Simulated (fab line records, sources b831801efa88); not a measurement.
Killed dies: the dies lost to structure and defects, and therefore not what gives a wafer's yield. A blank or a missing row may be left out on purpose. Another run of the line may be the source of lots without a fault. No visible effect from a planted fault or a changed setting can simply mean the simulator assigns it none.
A lot that was struck, set against a sound lot	flow sfqLine	24 steps out of a route of 325
Sound: these wafers, L619.1, L619.2, L619.4. The struck wafers were L620.3, L620.4, L620.6. The cause is named last.
Each step with rows lists, per side, the tool, then ch with its chambers, then its first start. Under that, the readings that differ: sound wafers	struck wafers	difference of the means	sigmas: that difference in standard deviations of wafers without a fault.
alike: words and numbers the same on both sides, and readings whose means are apart by under 2 such deviations; not compared: readings that were withheld, readings missing a value for some wafer, numbers with overlapping values and no deviation given by the record, and bounds like >300 which may hide the same value.
A row with sigmas, a row that says differs or no value, or rows on one side alone: a step with any of these is where the two part. When numbers do not overlap yet have no deviation, they are printed without sigmas and do not part them. A reading missing from all wafers of one side parts the sides only when that side holds two or more wafers.

first, 2 steps without rows for these wafers: SFQ_TRILAYER_I3_VIA_STRIP_SOLV_CLEAN_090 (cleans in NMP, time 600 s); SFQ_TRILAYER_M4_DEP_PRE_CLEAN_092 (time 22.5 s).
SFQ_TRILAYER_M4_DEP_SPUTTER_091: material Nb, target thk 200 nm, time 133.3 s.
  sound on pvdSputter-06 at day 32 14:02; struck on pvdSputter-06 at day 33 09:58
  alike: substrateTempC, throttleValvePct
SFQ_M4_RS_MEAS_924: the measuring method here is four-point-probe.
  sound on filmMetro-04 at day 32 14:08; struck on filmMetro-03 at day 33 10:06
  alike: M4_NB_RS
then, 6 steps without rows for these wafers: SFQ_TRILAYER_M4_LITHO_COAT_098 (resist thk 62 nm); SFQ_TRILAYER_M4_LITHO_COAT_093 (resist thk 600 nm); SFQ_TRILAYER_M4_LITHO_SOFTBAKE_097; SFQ_TRILAYER_M4_LITHO_EXPOSE_094 (exposes mask M4, target cd 500 nm); SFQ_TRILAYER_M4_LITHO_PEB_096 (peb time 60 s); SFQ_TRILAYER_M4_LITHO_DEVELOP_095 (time 60 s).
-- the record jumps here: 2 days lie between the struck wafers' starts before and after --
SFQ_M4_OVL_MEAS_926:
  sound on overlay-02 at day 35 01:36; struck on overlay-01 at day 35 18:25
  alike: M4_OVL
SFQ_TRILAYER_M4_BARC_OPEN_METAL_ETCH_123: etches BARC in O2, target depth 125 nm, time 41.7 s.
  sound on rieMetal-02 ch 0,1, day 35 01:38; struck on rieMetal-04 ch 0,1, day 35 18:28
  no value came back on the struck wafers for biasW (W), chamberPressureMTorr (mTorr), drypumpMotorCurrentA (A), oesProductAu (a.u.); on the sound wafers biasW (W) reads 80.10 79.96 80.25
reading	sound	struck	difference	sigmas
model.KrF_of_TRILAYER_M4_LITHO_COAT_093.thkNm (nm)	520.5 520 520.2	572.7 572.9 575.3	+53.4	
  not compared: rfHoursCounterH
SFQ_TRILAYER_M4_ETCH_METAL_ETCH_096: etches Nb in Cl2/Ar, stops on SiO2, target depth 240 nm, time 120 s.
  sound on rieMetal-02 ch 0,1, day 35 01:42; struck on rieMetal-04 ch 0,1, day 35 18:32
reading	sound	struck	difference	sigmas
oesProductAu (a.u.)	0.897 0.898 0.892	0.377 0.370 0.371	-0.523	-87
model.KrF_of_TRILAYER_M4_LITHO_COAT_093.thkNm (nm)	379 377.6 377.3	431.3 429.7 431.6	+52.9	
  alike: biasW, chamberPressureMTorr, drypumpMotorCurrentA
  not compared: rfHoursCounterH
SFQ_TRILAYER_M4_STRIP_STRIP_097: strips in O2.
  sound on rieMetal-02 ch 0,1, day 35 01:49; struck on rieMetal-04 ch 0,1, day 35 18:49
  alike: drypumpMotorCurrentA, oesProductAu, platenTempC
  not compared: rfHoursCounterH
then, 1 step without rows for these wafers: SFQ_TRILAYER_M4_STRIP_SOLV_CLEAN_098 (cleans in NMP, time 600 s).
SFQ_TRILAYER_I4_DEP_PECVD_099: deposits SiO2 from SiH4/N2O, time 111.11 s, target thk 500 nm.
  sound on pecvd-02 ch 0,1, day 35 02:36; struck on pecvd-03 ch 0,1,2, day 35 19:24
  alike: chamberPressureTorr, heaterPowerW, throttleValvePct
SFQ_TRILAYER_I4_CMP_CMP_100: polishes SiO2.
  sound on cmp-02 ch 0,1,3, day 36 04:28; struck on cmp-01 ch 0,2,3, day 36 18:22
reading	sound	struck	difference	sigmas
timeToEndpointS (s)	222 219 221	199 204 213	-15	-2
  alike: motorCurrentA
SFQ_I4_BOW_MEAS_927:
  sound on filmMetro-03 at day 36 07:28; struck on filmMetro-02 at day 36 20:25
  alike: I4_BOW
SFQ_TRILAYER_I4_METRO_MEASURE_101:
  sound on filmMetro-03 at day 36 07:35; struck on filmMetro-02 at day 36 20:53
  alike: thkNm
then, 3 steps without rows for these wafers: SFQ_TRILAYER_I4_VIA_LITHO_COAT_108 (resist thk 62.37 nm); SFQ_TRILAYER_I4_VIA_LITHO_COAT_103 (resist thk 650 nm); SFQ_TRILAYER_I4_VIA_LITHO_SOFTBAKE_107.
-- the record jumps here: 2 days lie between the struck wafers' starts before and after --
SFQ_TRILAYER_I4_VIA_LITHO_EXPOSE_104: exposes mask I4, target cd 700 nm.
  sound on krfScanner-02 ch 0, day 38 18:48; struck on krfScanner-02, day 39 03:36
  no value came back on the struck wafers for exposureDoseMJCm2, focusOffsetNm (nm); on the sound wafers exposureDoseMJCm2 reads 21.272 21.292 21.282
  alike: mask
then, 1 step without rows for these wafers: SFQ_TRILAYER_I4_VIA_LITHO_PEB_106 (peb time 60 s).

## WHERE THEY PART
Last at SFQ_TRILAYER_I4_VIA_LITHO_EXPOSE_104 as far as this record goes, first at SFQ_TRILAYER_M4_BARC_OPEN_METAL_ETCH_123.

WHY: what had been put in by the simulator
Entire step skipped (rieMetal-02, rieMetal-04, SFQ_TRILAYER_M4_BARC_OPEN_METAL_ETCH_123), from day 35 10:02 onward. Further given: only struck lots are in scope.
